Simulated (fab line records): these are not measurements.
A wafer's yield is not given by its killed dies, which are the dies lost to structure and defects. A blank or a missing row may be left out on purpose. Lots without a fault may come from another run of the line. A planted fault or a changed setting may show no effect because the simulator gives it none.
What tool caused it?    flow sky130    Sampling: 11 lots, 33 wafers, 6 of 708 route steps

## WHAT THE GAUGES READ, wafer by wafer
SKY_LDD_N_TW_MEAS_17. Usual: for LDD_N_TW the level is 2583 and the standard deviation is 11.
lot   measured      on            LDD_N_TW        flag
L998  day 17 03:58  filmMetro-03  2574 2584 2593  
L101  day 18 15:55  filmMetro-02  2569 2580 2575  
L102  day 19 02:54  filmMetro-02  2566 2567 2565  
L103  day 19 06:04  filmMetro-03  2583 2591 2590  
L106  day 20 11:29  filmMetro-03  2610 2610 2599  
L108  day 22 00:38  filmMetro-02  2562 2581 2575  
L112  day 22 21:26  filmMetro-02  2631 2617 2641  OFF
L113  day 23 02:40  filmMetro-03  2652 2652 2660  OFF
L115  day 23 17:49  filmMetro-03  2584 2583 2589  
L117  day 24 16:33  filmMetro-01  2569 2567 2564  
L121  day 25 17:46  filmMetro-01  2586 2591 2577  

SKY_LOCAL_INTERCONNECT_CD_MEAS_11: target cd 170 nm. Usual: cdNm 170.1 nm, standard deviation 1.3.
lot   measured      on        cdNm (nm)          flag
L998  day 29 16:58  cdSem-01  169.1 168.6 169.9  
L101  day 31 00:58  cdSem-02  170.2 171.4 170.5  
L102  day 32 05:08  cdSem-02  171.4 170.8 170.0  
L103  day 32 08:04  cdSem-02  169.7 169.7 169.9  
L106  day 32 15:22  cdSem-02  170.1 170.0 170.3  
L108  day 33 23:40  cdSem-02  172.6 172.7 171.8  
L112  day 34 16:43  cdSem-01  168.8 169.8 168.6  
L113  day 34 22:14  cdSem-01  170.5 171.1 169.4  
L115  day 35 09:43  cdSem-02  170.8 170.4 170.4  
L117  day 36 07:47  cdSem-01  168.3 167.5 169.4  
L121  day 37 10:11  cdSem-01  168.0 170.3 169.2  

## WHAT TOOL EACH LOT RAN ON (gives the tool, then ch and the chambers of the sampled wafers, and finally the start)
lot   SKY_PWDE_STRIP_09                   SKY_LDD_N_IMPLANT_11             SKY_LDD_N_STRIP_16                   SKY_LI_CONTACT_STRIP_16
L998  plasmaAsher-03 ch 0,1, day 3 19:17  implanter-02 ch 0, day 17 03:08  plasmaAsher-02 ch 0,1, day 17 03:53  plasmaAsher-03 ch 0,1, day 28 11:53
L101  plasmaAsher-02 ch 0,1, day 4 11:52  implanter-04 ch 0, day 18 15:04  plasmaAsher-02 ch 0,1, day 18 15:49  plasmaAsher-04 ch 0,1, day 29 20:51
L102  plasmaAsher-02 ch 0,1, day 4 20:05  implanter-04 ch 0, day 19 02:05  plasmaAsher-01 ch 0,1, day 19 02:48  plasmaAsher-02 ch 0,1, day 31 01:59
L103  plasmaAsher-02 ch 0,1, day 4 21:49  implanter-04 ch 0, day 19 05:13  plasmaAsher-04 ch 0,1, day 19 05:58  plasmaAsher-04 ch 0,1, day 31 04:24
L106  plasmaAsher-04 ch 0,1, day 5 14:39  implanter-02 ch 0, day 20 10:38  plasmaAsher-01 ch 0,1, day 20 11:23  plasmaAsher-02 ch 0,1, day 31 12:00
L108  plasmaAsher-03 ch 0,1, day 6 11:16  implanter-04 ch 0, day 21 23:47  plasmaAsher-02 ch 0,1, day 22 00:32  plasmaAsher-04 ch 0,1, day 32 19:45
L112  plasmaAsher-03 ch 0,1, day 7 01:44  implanter-04 ch 0, day 22 20:37  plasmaAsher-02 ch 0,1, day 22 21:20  plasmaAsher-04 ch 0,1, day 33 12:56
L113  plasmaAsher-03 ch 0,1, day 7 07:58  implanter-04 ch 0, day 23 01:50  plasmaAsher-04 ch 0,1, day 23 02:34  plasmaAsher-02 ch 1, day 33 19:02
L115  plasmaAsher-02 ch 0,1, day 7 20:13  implanter-02 ch 0, day 23 16:58  plasmaAsher-02 ch 0, day 23 17:43    plasmaAsher-04 ch 0,1, day 34 05:36
L117  plasmaAsher-02 ch 0,1, day 8 06:49  implanter-02 ch 0, day 24 15:43  plasmaAsher-01 ch 0,1, day 24 16:26  plasmaAsher-03 ch 0,1, day 35 03:44
L121  plasmaAsher-03 ch 0,1, day 9 06:49  implanter-02 ch 0, day 25 16:56  plasmaAsher-02 ch 0,1, day 25 17:40  plasmaAsher-02 ch 0,1, day 36 05:33
- SKY_PWDE_STRIP_09: strips in O2/N2.
- SKY_LDD_N_IMPLANT_11
- SKY_LDD_N_STRIP_16: strips in O2/N2.
- SKY_LI_CONTACT_STRIP_16: strips in O2/N2.

## WHAT THE TOOLS THEMSELVES READ (means of the sampled wafers that have a number; where no wafer has one, the mark that the record gives instead)
SKY_PWDE_STRIP_09. Usual: drypumpMotorCurrentA 5.8 A, standard deviation 0.53; oesProductAu 0.722 a.u., standard deviation 0.0047; stripTimeToEndpointS 36.93 s, standard deviation 0.11.
lot   tool            drypumpMotorCurrentA (A)  oesProductAu (a.u.)  stripTimeToEndpointS (s)  flag
L998  plasmaAsher-03  6.0                       0.724                36.97                     
L101  plasmaAsher-02  5.6                       0.722                36.92                     
L102  plasmaAsher-02  6.1                       0.722                36.95                     
L103  plasmaAsher-02  5.7                       0.725                37.07                     
L106  plasmaAsher-04  5.4                       0.726                36.88                     
L108  plasmaAsher-03  6.0                       0.724                37.00                     
L112  plasmaAsher-03  6.0                       0.726                36.80                     
L113  plasmaAsher-03  5.9                       0.721                36.77                     
L115  plasmaAsher-02  6.1                       0.723                36.77                     
L117  plasmaAsher-02  5.6                       0.723                36.90                     
L121  plasmaAsher-03  6.0                       0.721                36.89                     

SKY_LDD_N_IMPLANT_11. Usual: beamEnergyKeV 20.001, standard deviation 0.0054; beamOnS 9.97 s, standard deviation 0.19; doseIonsCm2 7.499e+13, standard deviation 7.9e+10; faradayCurrentUA 424, standard deviation 7.8.
lot   tool          beamEnergyKeV  beamOnS (s)  doseIonsCm2  faradayCurrentUA  flag
L998  implanter-02  20.003         10.01        7.495e+13    422               
L101  implanter-04  20.000         9.92         7.485e+13    428               
L102  implanter-04  20.007         9.92         7.494e+13    426               
L103  implanter-04  20.002         9.95         7.496e+13    425               
L106  implanter-02  19.998         9.94         7.497e+13    426               
L108  implanter-04  20.005         9.95         7.509e+13    425               
L112  implanter-04  20.002         13.63        1.165e+14    480               OFF
L113  implanter-04  20.003         13.81        1.165e+14    476               OFF
L115  implanter-02  20.000         9.99         7.501e+13    424               
L117  implanter-02  20.003         9.93         7.504e+13    426               
L121  implanter-02  19.995         10.00        7.501e+13    422               

SKY_LDD_N_STRIP_16. Usual: drypumpMotorCurrentA 5.6 A, standard deviation 0.47; oesProductAu 0.406 a.u., standard deviation 0.0044; stripTimeToEndpointS 4.315 s, standard deviation 0.017.
lot   tool            drypumpMotorCurrentA (A)  oesProductAu (a.u.)  stripTimeToEndpointS (s)  flag
L998  plasmaAsher-02  6.1                       0.409                4.321                     
L101  plasmaAsher-02  6.1                       0.404                4.326                     
L102  plasmaAsher-01  5.5                       0.406                4.327                     
L103  plasmaAsher-04  5.4                       0.407                4.331                     
L106  plasmaAsher-01  5.5                       0.409                4.335                     
L108  plasmaAsher-02  5.6                       0.403                4.314                     
L112  plasmaAsher-02  5.6                       0.406                4.432                     OFF
L113  plasmaAsher-04  5.2                       0.408                4.442                     OFF
L115  plasmaAsher-02  5.2                       0.402                4.298                     
L117  plasmaAsher-01  5.5                       0.408                4.328                     
L121  plasmaAsher-02  6.1                       0.407                4.310                     

SKY_LI_CONTACT_STRIP_16. Usual: drypumpMotorCurrentA 5.7 A, standard deviation 0.49; oesProductAu 0.376 a.u., standard deviation 0.0048; stripTimeToEndpointS 3.51 s, standard deviation 0.031.
lot   tool            drypumpMotorCurrentA (A)  oesProductAu (a.u.)  stripTimeToEndpointS (s)  flag
L998  plasmaAsher-03  6.0                       0.380                3.50                      
L101  plasmaAsher-04  5.2                       0.375                3.50                      
L102  plasmaAsher-02  5.6                       0.376                3.47                      
L103  plasmaAsher-04  5.4                       0.379                3.50                      
L106  plasmaAsher-02  6.1                       0.381                3.53                      
L108  plasmaAsher-04  5.4                       0.375                3.51                      
L112  plasmaAsher-04  5.2                       0.380                3.54                      
L113  plasmaAsher-02  6.5                       0.378                3.55                      
L115  plasmaAsher-04  5.2                       0.371                3.52                      
L117  plasmaAsher-03  6.0                       0.377                3.50                      
L121  plasmaAsher-02  6.1                       0.375                3.51                      

## THE ANSWER, worked out from the rows above alone
Rule: a lot counts as off when the mean over its wafers that have a number is more than 3 standard deviations away from the usual mean. A lot without any number at a reading at which 4 lots or more have one is off too. The other lots that the step has rows for count as sound. After the gauges, taken in route order, come the tools' own readings; for these a lot's mean is taken, as printed above. The first step at which some lot is off is used, and at that step the reading that is off furthest; a lot without a number counts as furthest.
Off: at SKY_LDD_N_TW_MEAS_17 (LDD_N_TW), L112, L113.
A tool fits if, at a process step before that reading, it ran every lot that is off, and no sound lot after the first of them. The gauges at SKY_LDD_N_TW_MEAS_17 aren't tried: what is off there is off at SKY_LDD_N_IMPLANT_11 too, on other tools, and a gauge's error can't cause that. One fits: SKY_LDD_N_IMPLANT_11 on implanter-04. Its last sound lot is L108 (day 21 23:47), its first lot that is off L112 (day 22 20:37): a fault that began between those two fits.
The tool's own readings at SKY_LDD_N_IMPLANT_11 bear it out: on the lots that are off they differ by more than 5 times the standard deviation of the sound lots' means. beamOnS reads 13.72 s there against 9.96 s on the sound lots; doseIonsCm2 reads 1.165e+14 there against 7.498e+13 on the sound lots; faradayCurrentUA reads 478 there against 425 on the sound lots.

## WHAT THE SIMULATOR HAD INSERTED
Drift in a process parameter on implanter-04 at SKY_LDD_N_IMPLANT_11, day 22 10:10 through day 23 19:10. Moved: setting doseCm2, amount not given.
Struck lots among those shown: L112, L113. The rule above found the same.
